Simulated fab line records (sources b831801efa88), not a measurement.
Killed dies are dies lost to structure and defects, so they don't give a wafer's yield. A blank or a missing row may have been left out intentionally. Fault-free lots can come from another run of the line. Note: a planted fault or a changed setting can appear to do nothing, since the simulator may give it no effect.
Which of the tools did it?	flow gf180mcu	15 lots, 43 wafers sampled, at 4 steps of a route of 602

WHAT THE GAUGES SHOWED, per wafer
GF_MVPSD_OVL_MEAS_07. Usual: MVPSD_OVL 0.1 nm, standard deviation 1.4.
lot	measured	on	MVPSD_OVL (nm)	flag
L170	day 5 01:30	overlay-02	0.7 0.8 0.3	
L171	day 5 07:30	overlay-01	1.1 3.8 4.0	
L172	day 5 13:09	overlay-01	-0.6 -0.9 -0.3	
L176	day 6 10:53	overlay-02	-0.7 -0.5	
L177	day 6 16:52	overlay-01	1.0 0.6	
L178	day 6 22:37	overlay-01	0.0 2.1 -0.8	
L184	day 8 12:25	overlay-02	-0.2 0.6 0.6	
L185	day 8 18:07	overlay-01	-0.4 -0.1 0.0	
L186	day 8 23:36	overlay-02	-0.9 1.5 -2.0	
L187	day 9 05:48	overlay-01	-0.7 -0.2 -1.4	
L188	day 9 12:07	overlay-01	1.9 -0.9 1.8	
L189	day 9 18:14	overlay-01	-0.4 0.1 -1.3	
L190	day 10 00:59	overlay-01	-0.2 -1.4 -0.7	
L191	day 10 05:16	overlay-01	2.4 2.2 2.0	
L193	day 10 16:37	overlay-01	-0.3 0.6 -0.1	

GF_HV_LDD_CD_MEAS_46: target cd 400 nm. Usual: cdNm reads 399.8 nm (standard deviation 2.1).
lot	measured	on	cdNm (nm)	flag
L170	day 12 08:55	cdSem-02	400.0 397.4 398.4	
L171	day 12 16:30	cdSem-01	400.0 400.5 404.8	
L172	day 13 02:06	cdSem-02	400.3 399.6 396.8	
L176	day 14 06:37	cdSem-02	401.1 400.3	
L177	day 14 17:01	cdSem-02	400.8 401.6	
L178	day 15 01:13	cdSem-02	397.7 397.2 397.4	
L184	day 17 02:02	cdSem-01	398.1 398.3 397.1	
L185	day 17 11:01	cdSem-02	403.8 402.1 401.2	
L186	day 17 14:54	cdSem-02	400.7 399.5 400.0	
L187	day 18 04:27	cdSem-01	403.1 403.0 403.4	
L188	day 18 10:08	cdSem-01	403.4 402.5 403.8	
L189	day 18 20:30	cdSem-02	395.2 396.3 396.2	
L190	day 18 22:00	cdSem-01	398.8 398.1 400.0	
L191	day 19 07:14	cdSem-02	396.5 398.7 399.7	
L193	day 20 03:58	cdSem-02	400.9 399.6 401.1	

GF_V2_OVL_MEAS_15. Usual: V2_OVL -2 nm, standard deviation 5.9.
lot	measured	on	V2_OVL (nm)	flag
L170	day 20 06:50	overlay-01	-5 -13 -6	
L171	day 20 17:04	overlay-01	-4 -6 -9	
L172	day 21 03:34	overlay-01	-5 -5 2	
L177	day 22 22:08	overlay-01	13	
L178	day 23 06:58	overlay-01	-6 2	
L184	day 25 06:44	overlay-02	-1 -8 0	
L185	day 25 16:19	overlay-02	6 -5 -2	
L186	day 26 03:25	overlay-02	-4 0 -1	
L187	day 26 08:16	overlay-01	0 -7 -3	
L188	day 26 13:01	overlay-01	-7 3 -2	
L189	day 26 19:55	overlay-02	-8 3 -10	
L190	day 26 23:25	overlay-01	5 -6 3	
L191	day 27 07:53	overlay-02	-5 -9 3	
L193	day 27 23:49	overlay-01	-7 -10 -12	

WHICH TOOL RAN EACH LOT (tool, then ch and the chambers of the sampled wafers, then the start)
lot	GF_CONTACT_CMP_27
L170	cmp-01 ch 0,2, day 16 03:52
L171	cmp-02 ch 1,2,3, day 16 12:43
L172	cmp-02 ch 1,3, day 16 23:13
L176	cmp-02 ch 1,3, day 18 08:48
L177	cmp-02 ch 2,3, day 18 17:57
L178	cmp-02 ch 0,3, day 19 03:41
L184	cmp-01 ch 1,2,3, day 21 08:24
L185	cmp-01 ch 0,2,3, day 21 18:39
L186	cmp-02 ch 0,2,3, day 21 21:00
L187	cmp-02 ch 0,1,3, day 22 12:11
L188	cmp-02 ch 0,2,3, day 22 15:36
L189	cmp-02 ch 0,2,3, day 23 00:21
L190	cmp-02 ch 0,1,3, day 23 02:49
L191	cmp-02 ch 0,3, day 23 11:59
L193	cmp-01 ch 0,1,3, day 24 07:00
- GF_CONTACT_CMP_27: polishes, stops on SiO2, t overpolish 15 s, target thk 0 nm.

WHAT THE TOOLS THEMSELVES READ (means of the sampled wafers that have a number; where no wafer has one, the mark that the record gives instead)
GF_CONTACT_CMP_27. Usual: headPressurePsi 3.501 psi, standard deviation 0.007; motorCurrentA 11.1 A, standard deviation 1.1; overpolishRunS 14.999 s, standard deviation 0.0088; retainingRingPressureFrac 1.000, standard deviation 0.0054; timeToEndpointS 73 s, standard deviation 3.6.
lot	tool	headPressurePsi (psi)	motorCurrentA (A)	overpolishRunS (s)	retainingRingPressureFrac	timeToEndpointS (s)	flag
L170	cmp-01	3.505	9.8	15.007	0.998	71	
L171	cmp-02	3.501	11.1	14.994	0.999	75	
L172	cmp-02	3.505	11.1	14.997	0.998	75	
L176	cmp-02	3.495	11.4	0.040	1.002	114	OFF
L177	cmp-02	3.493	11.2	7.516	1.006	90	OFF
L178	cmp-02	3.502	12.3	10.012	1.004	89	OFF
L184	cmp-01	3.498	11.2	15.005	0.990	74	
L185	cmp-01	3.499	10.4	15.003	0.996	72	
L186	cmp-02	3.500	11.3	15.006	0.999	74	
L187	cmp-02	3.502	11.5	15.003	1.001	76	
L188	cmp-02	3.502	11.2	14.998	1.002	76	
L189	cmp-02	3.507	11.3	14.994	1.002	73	
L190	cmp-02	3.503	11.4	14.994	1.001	77	
L191	cmp-02	3.501	11.7	14.999	0.997	76	
L193	cmp-01	3.497	11.8	15.006	1.001	73	

THE ANSWER, worked out from the rows above alone
Rule: lot off if the mean of its wafers having a number is beyond 3 standard deviations from the usual mean. A lot without any number at a reading at which 4 lots or more have one is off too. The other lots that the step has rows for count as sound. After the gauges, taken in route order, come the tools' own readings; for these a lot's mean is taken, as printed above. At the first step where some lot is off, the reading lying furthest off is the one used; lots without a number count as furthest.
Off: L176, L177, L178 (GF_CONTACT_CMP_27, overpolishRunS).
If a tool, at that step or one of the process steps before it, ran each lot that is off and ran no sound lot following the first of them, it fits. Of those tried, none fits.

WHAT THE SIMULATOR HAD INSERTED
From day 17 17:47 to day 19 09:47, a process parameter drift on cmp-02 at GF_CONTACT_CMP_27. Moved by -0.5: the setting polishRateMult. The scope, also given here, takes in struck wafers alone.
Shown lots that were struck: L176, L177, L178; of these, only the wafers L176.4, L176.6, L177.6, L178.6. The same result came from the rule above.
